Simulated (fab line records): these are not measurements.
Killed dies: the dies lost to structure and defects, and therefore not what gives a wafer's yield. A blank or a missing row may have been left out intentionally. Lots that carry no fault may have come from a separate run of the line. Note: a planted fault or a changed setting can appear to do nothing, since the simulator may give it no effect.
fab line records + flow gf180mcu
record
- lots=13
- wafers=39
- lastDay=33
route steps=602 shown MVPSD@87 VT_IMPLANT@119 HV_LDD@208
lots that met no fault: taken from a fault-free run of the same line
startH: start of the lot's first displayed wafer, in hours after the record's first day + waitH: how many hours have passed since the lot's step before this one + " the same as in the row above + L1.1+2: a single row standing in for several wafers + - no value, or no start given + * or withheld: withheld + < > ~ a bound
route shown NAME@n: names a module that has steps shown in the file, with the first one's number in the route + usual: mean/standard deviation taken from wafers without a fault + same: alike in all rows + chamber/n: place in a boat + sites: per-site readings + _std_site: standard deviation of those values + _edge_site: outer sites' mean less inner sites' + radiusMm: for every site, how far away it sits from the centre of the wafer + mask NAME#n: copy n + behind: tool/chamber where the wafer was last shaped + hold: the reason the lot was held/the length of the hold in hours/how it ended + device: names the non-switching transistor (n, p or np) + end of line: tests of these same wafers at the route's end + step lacking rows: just its recipe + killed: dies lost to structure and defects at the first sort, not the wafer's yield + map: dies across one wafer; x = killed, . = not, _ = none there
set.NAME: the run value of the setting; set.NAME@STEP: its run value at that earlier step + model.NAME: the simulator's own value behind a step, which no gauge read
a sample of lots followed through the steps of the route, with each step as a table and each wafer as a row
services: the hour from which a tool's chamber was out of use, counted from the record's first day as startH (under 0 if before that day), plus the number of hours and why
## steps
# step GF_MVPSD_IMPLANT_09
# recipe
- species=B
- energyKev=40
- doseCm2=5e+12
- tiltDeg=0
# usual
- tiltDeg=-0.002/0.019
# same
- implantIonAmu=11
| lot.wafer | tool         | chamber | startH | waitH | tiltDeg |
|-----------|--------------|---------|--------|-------|---------|
| L926.1    | implanter-04 | 0       | 100.30 | 0.1   | 0.006   |
| L926.2    | "            | 0       | "      | "     | 0.010   |
| L926.4    | "            | 0       | "      | "     | -0.008  |
| L927.1    | implanter-03 | 0       | 106.18 | 0.1   | 0.002   |
| L927.4    | "            | 0       | "      | "     | -0.007  |
| L927.5    | "            | 0       | "      | "     | -0.004  |
| L928.2    | implanter-03 | 0       | 109.62 | 0.1   | 0.006   |
| L928.4    | "            | 0       | "      | "     | 0.009   |
| L928.6    | "            | 0       | "      | "     | -0.012  |
| L932.3    | implanter-04 | 0       | 130.05 | 0.1   | -0.013  |
| L932.4    | "            | 0       | "      | "     | -0.014  |
| L932.6    | "            | 0       | "      | "     | -0.008  |
| L933.1    | implanter-01 | 0       | 140.50 | 0.1   | 0.000   |
| L933.4    | "            | 0       | "      | "     | -0.018  |
| L933.5    | "            | 0       | "      | "     | 0.014   |
| L934.3    | implanter-04 | 0       | 143.23 | 0.1   | 0.000   |
| L934.5    | "            | 0       | "      | "     | -0.009  |
| L934.6    | "            | 0       | "      | "     | -0.010  |
| L935.2    | implanter-04 | 0       | 147.87 | 0.1   | 0.017   |
| L935.4    | "            | 0       | "      | "     | 0.018   |
| L935.5    | "            | 0       | "      | "     | 0.004   |
| L936.1    | implanter-04 | 0       | 157.73 | 0.1   | -0.018  |
| L936.4    | "            | 0       | "      | "     | -0.026  |
| L936.6    | "            | 0       | "      | "     | -0.021  |
| L937.1    | implanter-01 | 0       | 162.60 | 0.1   | -0.048  |
| L937.5    | "            | 0       | "      | "     | -0.032  |
| L937.6    | "            | 0       | "      | "     | -0.021  |
| L938.1    | implanter-03 | 0       | 168.05 | 0.1   | 0.008   |
| L938.3    | "            | 0       | "      | "     | -0.019  |
| L938.5    | "            | 0       | "      | "     | -0.010  |
| L940.3    | implanter-03 | 0       | 180.40 | 0.1   | 0.021   |
| L940.4    | "            | 0       | "      | "     | -0.007  |
| L940.6    | "            | 0       | "      | "     | 0.037   |
| L943.1    | implanter-03 | 0       | 199.00 | 0.1   | 17.238  |
| L943.3    | "            | 0       | "      | "     | 17.247  |
| L943.4    | "            | 0       | "      | "     | 17.271  |
| L944.2    | implanter-03 | 0       | 204.92 | 0.1   | 17.283  |
| L944.3    | "            | 0       | "      | "     | 17.284  |
| L944.6    | "            | 0       | "      | "     | 17.257  |
# step GF_MVPSD_TW_MEAS_11
# usual
- MVPSD_TW=549.0/2.7
| lot.wafer | tool         | chamber | startH | waitH | MVPSD_TW |
|-----------|--------------|---------|--------|-------|----------|
| L926.1    | filmMetro-02 | -       | 100.55 | 0.1   | 551.4    |
| L926.2    | "            | -       | "      | "     | 550.6    |
| L926.4    | "            | -       | "      | "     | 548.6    |
| L927.1    | filmMetro-04 | -       | 106.43 | 0.1   | 546.2    |
| L927.4    | "            | -       | "      | "     | 544.9    |
| L927.5    | "            | -       | "      | "     | 547.9    |
| L928.2    | filmMetro-01 | -       | 109.86 | 0.1   | 545.6    |
| L928.4    | "            | -       | "      | "     | 545.9    |
| L928.6    | "            | -       | "      | "     | 544.8    |
| L932.3    | filmMetro-02 | -       | 130.27 | 0.1   | 554.2    |
| L932.4    | "            | -       | "      | "     | 557.9    |
| L932.6    | "            | -       | "      | "     | 554.3    |
| L933.1    | filmMetro-04 | -       | 140.75 | 0.1   | 546.1    |
| L933.4    | "            | -       | "      | "     | 550.9    |
| L933.5    | "            | -       | "      | "     | 552.1    |
| L934.3    | filmMetro-01 | -       | 143.45 | 0.1   | 547.0    |
| L934.5    | "            | -       | "      | "     | 548.2    |
| L934.6    | "            | -       | "      | "     | 550.1    |
| L935.2    | filmMetro-04 | -       | 148.11 | 0.1   | 551.5    |
| L935.4    | "            | -       | "      | "     | 548.4    |
| L935.5    | "            | -       | "      | "     | 550.4    |
| L936.1    | filmMetro-01 | -       | 157.98 | 0.1   | 547.8    |
| L936.4    | "            | -       | "      | "     | 548.5    |
| L936.6    | "            | -       | "      | "     | 548.5    |
| L937.1    | filmMetro-01 | -       | 162.85 | 0.1   | 545.2    |
| L937.5    | "            | -       | "      | "     | 546.6    |
| L937.6    | "            | -       | "      | "     | 550.4    |
| L938.1    | filmMetro-02 | -       | 168.30 | 0.1   | 550.5    |
| L938.3    | "            | -       | "      | "     | 550.8    |
| L938.5    | "            | -       | "      | "     | 550.4    |
| L940.3    | filmMetro-01 | -       | 180.62 | 0.1   | 549.7    |
| L940.4    | "            | -       | "      | "     | 552.3    |
| L940.6    | "            | -       | "      | "     | 549.1    |
| L943.1    | filmMetro-02 | -       | 199.25 | 0.1   | 565.7    |
| L943.3    | "            | -       | "      | "     | 564.9    |
| L943.4    | "            | -       | "      | "     | 565.0    |
| L944.2    | filmMetro-02 | -       | 205.16 | 0.1   | 562.4    |
| L944.3    | "            | -       | "      | "     | 564.0    |
| L944.6    | "            | -       | "      | "     | 564.8    |
# step GF_VT_IMPLANT_OVL_MEAS_29
# usual
- VT_IMPLANT_02_OVL=-0.4/1.6
| lot.wafer | tool       | chamber | startH | waitH | VT_IMPLANT_02_OVL[nm] |
|-----------|------------|---------|--------|-------|-----------------------|
| L926.1    | overlay-02 | -       | 144.59 | 0.1   | -0.6                  |
| L926.2    | "          | -       | "      | "     | -0.2                  |
| L926.4    | "          | -       | "      | "     | 0.3                   |
| L927.1    | overlay-02 | -       | 149.69 | 0.1   | -2.6                  |
| L927.4    | "          | -       | "      | "     | -2.2                  |
| L927.5    | "          | -       | "      | "     | -3.0                  |
| L928.2    | overlay-01 | -       | 155.88 | 0.1   | 0.7                   |
| L928.4    | "          | -       | "      | "     | 1.2                   |
| L928.6    | "          | -       | "      | "     | 2.1                   |
| L932.3    | overlay-01 | -       | 177.62 | 0.1   | -0.4                  |
| L932.4    | "          | -       | "      | "     | 1.2                   |
| L932.6    | "          | -       | "      | "     | -0.1                  |
| L933.1    | overlay-02 | -       | 189.81 | 0.1   | -0.6                  |
| L933.4    | "          | -       | "      | "     | -2.3                  |
| L933.5    | "          | -       | "      | "     | -2.8                  |
| L934.3    | overlay-02 | -       | 191.61 | 0.1   | 0.6                   |
| L934.5    | "          | -       | "      | "     | 0.4                   |
| L934.6    | "          | -       | "      | "     | 0.9                   |
| L935.2    | overlay-02 | -       | 197.30 | 0.1   | -0.2                  |
| L935.4    | "          | -       | "      | "     | -1.2                  |
| L935.5    | "          | -       | "      | "     | -1.3                  |
| L936.1    | overlay-01 | -       | 207.96 | 0.1   | 0.9                   |
| L936.4    | "          | -       | "      | "     | 1.1                   |
| L936.6    | "          | -       | "      | "     | 1.0                   |
| L937.1    | overlay-02 | -       | 213.56 | 0.1   | 1.4                   |
| L937.5    | "          | -       | "      | "     | 0.1                   |
| L937.6    | "          | -       | "      | "     | 2.0                   |
| L938.1    | overlay-02 | -       | 219.61 | 0.1   | -2.1                  |
| L938.3    | "          | -       | "      | "     | 0.7                   |
| L938.5    | "          | -       | "      | "     | -0.1                  |
| L940.3    | overlay-01 | -       | 233.80 | 0.1   | -1.9                  |
| L940.4    | "          | -       | "      | "     | 0.1                   |
| L940.6    | "          | -       | "      | "     | 0.0                   |
| L943.1    | overlay-02 | -       | 253.89 | 0.1   | -2.1                  |
| L943.3    | "          | -       | "      | "     | 0.1                   |
| L943.4    | "          | -       | "      | "     | -2.4                  |
| L944.2    | overlay-01 | -       | 260.18 | 0.1   | 0.6                   |
| L944.3    | "          | -       | "      | "     | 1.2                   |
| L944.6    | "          | -       | "      | "     | 0.8                   |
# step GF_VT_IMPLANT_RS_MEAS_49
# recipe
- thkMeasGauge=four-point-probe
# usual
- MVPSD_RS=1166.6/2.9
| lot.wafer | tool         | chamber | startH | waitH | MVPSD_RS[ohm/sq] |
|-----------|--------------|---------|--------|-------|------------------|
| L926.1    | filmMetro-02 | -       | 161.14 | 0.1   | 1164.1           |
| L926.2    | "            | -       | "      | "     | 1167.7           |
| L926.4    | "            | -       | "      | "     | 1168.3           |
| L927.1    | filmMetro-01 | -       | 166.35 | 0.1   | 1162.6           |
| L927.4    | "            | -       | "      | "     | 1164.3           |
| L927.5    | "            | -       | "      | "     | 1165.7           |
| L928.2    | filmMetro-02 | -       | 172.61 | 0.1   | 1169.3           |
| L928.4    | "            | -       | "      | "     | 1165.5           |
| L928.6    | "            | -       | "      | "     | 1164.9           |
| L932.3    | filmMetro-02 | -       | 195.42 | 0.1   | 1166.6           |
| L932.4    | "            | -       | "      | "     | 1171.7           |
| L932.6    | "            | -       | "      | "     | 1171.9           |
| L933.1    | filmMetro-04 | -       | 207.91 | 0.1   | 1166.7           |
| L933.4    | "            | -       | "      | "     | 1164.1           |
| L933.5    | "            | -       | "      | "     | 1161.0           |
| L934.3    | filmMetro-01 | -       | 209.74 | 0.1   | 1167.7           |
| L934.5    | "            | -       | "      | "     | 1166.3           |
| L934.6    | "            | -       | "      | "     | 1165.2           |
| L935.2    | filmMetro-01 | -       | 215.30 | 0.1   | 1165.1           |
| L935.4    | "            | -       | "      | "     | 1172.3           |
| L935.5    | "            | -       | "      | "     | 1164.4           |
| L936.1    | filmMetro-04 | -       | 226.55 | 0.1   | 1168.8           |
| L936.4    | "            | -       | "      | "     | 1165.6           |
| L936.6    | "            | -       | "      | "     | 1167.1           |
| L937.1    | filmMetro-02 | -       | 232.80 | 0.1   | 1169.3           |
| L937.5    | "            | -       | "      | "     | 1169.0           |
| L937.6    | "            | -       | "      | "     | 1171.6           |
| L938.1    | filmMetro-02 | -       | 239.30 | 0.1   | 1165.2           |
| L938.3    | "            | -       | "      | "     | 1165.4           |
| L938.5    | "            | -       | "      | "     | 1168.1           |
| L940.3    | filmMetro-02 | -       | 253.24 | 0.1   | 1163.2           |
| L940.4    | "            | -       | "      | "     | 1164.5           |
| L940.6    | "            | -       | "      | "     | 1163.1           |
| L943.1    | filmMetro-02 | -       | 274.11 | 0.1   | -                |
| L943.3    | "            | -       | "      | "     | -                |
| L943.4    | "            | -       | "      | "     | -                |
| L944.2    | filmMetro-01 | -       | 280.85 | 0.1   | -                |
| L944.3    | "            | -       | "      | "     | -                |
| L944.6    | "            | -       | "      | "     | -                |
# step GF_HV_LDD_OVL_MEAS_32
# usual
- HV_LDD_02_OVL=-0.9/1.3
| lot.wafer | tool       | chamber | startH | waitH | HV_LDD_02_OVL[nm] |
|-----------|------------|---------|--------|-------|-------------------|
| L926.1    | overlay-02 | -       | 260.03 | 0.1   | 0.2               |
| L926.2    | "          | -       | "      | "     | 0.6               |
| L926.4    | "          | -       | "      | "     | -1.0              |
| L927.1    | overlay-01 | -       | 264.13 | 0.1   | 1.4               |
| L927.4    | "          | -       | "      | "     | 0.8               |
| L927.5    | "          | -       | "      | "     | 0.7               |
| L928.2    | overlay-02 | -       | 271.17 | 0.1   | -2.6              |
| L928.4    | "          | -       | "      | "     | -1.4              |
| L928.6    | "          | -       | "      | "     | -1.6              |
| L932.3    | overlay-02 | -       | 299.59 | 0.1   | -1.6              |
| L932.4    | "          | -       | "      | "     | -0.4              |
| L932.6    | "          | -       | "      | "     | -1.6              |
| L933.1    | overlay-01 | -       | 311.88 | 0.1   | -3.0              |
| L933.4    | "          | -       | "      | "     | -1.2              |
| L933.5    | "          | -       | "      | "     | -0.4              |
| L934.3    | overlay-01 | -       | 312.54 | 0.1   | -2.2              |
| L934.5    | "          | -       | "      | "     | 0.4               |
| L934.6    | "          | -       | "      | "     | -0.4              |
| L935.2    | overlay-01 | -       | 318.07 | 0.1   | -1.6              |
| L935.4    | "          | -       | "      | "     | -0.9              |
| L935.5    | "          | -       | "      | "     | -0.8              |
| L936.1    | overlay-02 | -       | 332.63 | 0.1   | 0.0               |
| L936.4    | "          | -       | "      | "     | 0.1               |
| L936.6    | "          | -       | "      | "     | 0.2               |
| L937.1    | overlay-02 | -       | 340.93 | 0.1   | -0.4              |
| L937.5    | "          | -       | "      | "     | -0.5              |
| L937.6    | "          | -       | "      | "     | 0.6               |
| L938.1    | overlay-02 | -       | 347.68 | 0.1   | -1.8              |
| L938.3    | "          | -       | "      | "     | -0.9              |
| L938.5    | "          | -       | "      | "     | -1.8              |
| L940.3    | overlay-01 | -       | 366.24 | 0.1   | -2.1              |
| L940.4    | "          | -       | "      | "     | -2.0              |
| L940.6    | "          | -       | "      | "     | -0.9              |
| L943.1    | overlay-01 | -       | 393.63 | 0.1   | -0.1              |
| L943.3    | "          | -       | "      | "     | 0.2               |
| L943.4    | "          | -       | "      | "     | -0.5              |
| L944.2    | overlay-02 | -       | 398.78 | 0.1   | -1.5              |
| L944.3    | "          | -       | "      | "     | -1.0              |
| L944.6    | "          | -       | "      | "     | -2.9              |
# step GF_HV_LDD_RTA_52
# recipe
- tempC=1000
- timeS=10
- ambient=N2
# usual
- annealTempCMax=1005.3/0.9
- lampPowerPct=34.9/0.92
- wafer_temp_C_max=1005.9/2.4
# same
- timeS=10
| lot.wafer | tool         | chamber | startH | waitH | annealTempCMax | lampPowerPct | wafer_temp_C_max |
|-----------|--------------|---------|--------|-------|----------------|--------------|------------------|
| L926.1    | rtpAnneal-02 | 0       | 280.32 | 0.0   | 1005.4         | 36.2         | 1002.1           |
| L926.2    | "            | 0       | "      | "     | 1004.6         | 36.2         | 1002.8           |
| L926.4    | "            | 0       | "      | "     | 1004.9         | 36.2         | 1002.1           |
| L927.1    | rtpAnneal-01 | 0       | 284.88 | 0.0   | 1004.0         | 34.3         | 1010.0           |
| L927.4    | "            | 0       | "      | "     | 1005.9         | 34.3         | 1007.1           |
| L927.5    | "            | 0       | "      | "     | 1005.3         | 34.2         | 1006.5           |
| L928.2    | rtpAnneal-01 | 0       | 292.01 | 0.0   | 1004.8         | 34.2         | 1008.4           |
| L928.4    | "            | 0       | "      | "     | 1004.1         | 34.3         | 1006.1           |
| L928.6    | "            | 0       | "      | "     | 1007.6         | 34.2         | 1006.2           |
| L932.3    | rtpAnneal-01 | 0       | 321.05 | 0.0   | 1006.4         | 34.2         | 1007.9           |
| L932.4    | "            | 0       | "      | "     | 1004.8         | 34.2         | 1010.1           |
| L932.6    | "            | 0       | "      | "     | 1004.8         | 34.2         | 1007.3           |
| L933.1    | rtpAnneal-02 | 0       | 333.97 | 0.0   | 1005.4         | 36.1         | 1002.6           |
| L933.4    | "            | 0       | "      | "     | 1006.4         | 36.2         | 1003.1           |
| L933.5    | "            | 0       | "      | "     | 1005.5         | 36.1         | 1003.1           |
| L934.3    | rtpAnneal-01 | 0       | 334.53 | 0.0   | 1004.0         | 34.2         | 1006.2           |
| L934.5    | "            | 0       | "      | "     | 1004.8         | 34.2         | 1006.3           |
| L934.6    | "            | 0       | "      | "     | 1003.5         | 34.3         | 1007.0           |
| L935.2    | rtpAnneal-01 | 0       | 340.06 | 0.0   | 1005.0         | 34.1         | 1007.2           |
| L935.4    | "            | 0       | "      | "     | 1004.7         | 34.2         | 1007.2           |
| L935.5    | "            | 0       | "      | "     | 1004.6         | 34.2         | 1007.3           |
| L936.1    | rtpAnneal-01 | 0       | 355.32 | 0.0   | 1004.6         | 34.2         | 1007.7           |
| L936.4    | "            | 0       | "      | "     | 1004.9         | 34.2         | 1007.3           |
| L936.6    | "            | 0       | "      | "     | 1005.1         | 34.2         | 1008.8           |
| L937.1    | rtpAnneal-02 | 0       | 363.66 | 0.0   | 1004.1         | 36.1         | 1003.8           |
| L937.5    | "            | 0       | "      | "     | 1003.9         | 36.1         | 1003.1           |
| L937.6    | "            | 0       | "      | "     | 1006.0         | 36.1         | 1002.9           |
| L938.1    | rtpAnneal-01 | 0       | 370.93 | 0.0   | 1004.8         | 34.3         | 1004.8           |
| L938.3    | "            | 0       | "      | "     | 1005.8         | 34.2         | 1006.8           |
| L938.5    | "            | 0       | "      | "     | 1004.5         | 34.3         | 1007.8           |
| L940.3    | rtpAnneal-01 | 0       | 390.27 | 0.0   | 1005.8         | 34.3         | 1007.2           |
| L940.4    | "            | 0       | "      | "     | 1004.9         | 34.2         | 1006.9           |
| L940.6    | "            | 0       | "      | "     | 1004.6         | 34.2         | 1008.6           |
| L943.1    | rtpAnneal-02 | 0       | 417.66 | 0.0   | 1004.4         | 36.1         | 1003.0           |
| L943.3    | "            | 0       | "      | "     | 1005.1         | 36.1         | 1002.8           |
| L943.4    | "            | 0       | "      | "     | 1006.1         | 36.1         | 1003.0           |
| L944.2    | rtpAnneal-01 | 0       | 423.93 | 0.0   | 1005.6         | 34.3         | 1006.0           |
| L944.3    | "            | 0       | "      | "     | 1006.4         | 34.2         | 1007.9           |
| L944.6    | "            | 0       | "      | "     | 1004.8         | 34.2         | 1009.2           |
## services
| tool         | chamber | startH | hours | kind   |
|--------------|---------|--------|-------|--------|
| implanter-04 | -       | 88.93  | 3.1   | repair |
| implanter-01 | -       | 127.28 | 2.0   | repair |
| implanter-04 | -       | 153.88 | 3.6   | pm     |
| rtpAnneal-02 | -       | 189.72 | 5.7   | pm     |
| implanter-03 | -       | 211.39 | 3.5   | pm     |
| implanter-01 | -       | 227.20 | 3.3   | pm     |
| rtpAnneal-01 | -       | 229.31 | 4.9   | pm     |
| implanter-01 | -       | 251.61 | 0.9   | repair |
| implanter-03 | -       | 273.50 | 2.2   | repair |
| implanter-04 | -       | 326.95 | 2.4   | repair |
| implanter-03 | -       | 327.07 | 2.2   | repair |
| implanter-04 | -       | 335.63 | 2.9   | pm     |
| implanter-01 | -       | 361.85 | 4.4   | pm     |
## key
firstSign
- step=GF_MVPSD_IMPLANT_09
- reading=tiltDeg
- direction=up
- sigmas=99+
- usual=-0.002
- struck=17.263
effect
- step=GF_MVPSD_TW_MEAS_11
- reading=MVPSD_TW
- direction=up
- sigmas=5.8
- usual=549.0
- struck=564.5
effect
- step=GF_VT_IMPLANT_RS_MEAS_49
- reading=MVPSD_RS
- direction=missing
metAt GF_MVPSD_IMPLANT_09
struckLots L943,L944
testerLeftOut L943,L944
notActingAt GF_VT_IMPLANT_OVL_MEAS_29,GF_HV_LDD_OVL_MEAS_32,GF_HV_LDD_RTA_52
onsetBetween 180.40 199.00
fault
- kind=processParameterDrift
- tool=implanter-03
- chamber=-
- onsetH=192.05
- steps=GF_MVPSD_IMPLANT_09
- channel=tiltDeg
- offset=17.267
- shape=step
- endH=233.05
- actsIn=theseRecipesOnly
- stated=0
# testerLeftOut: of these lots the tester's yield and bins aren't shown, on N5 and GAA mostly nor the transistor test; their killed dies are dies lost to structure and defects alone, not to doping, threshold or leakage, so they don't give the yield
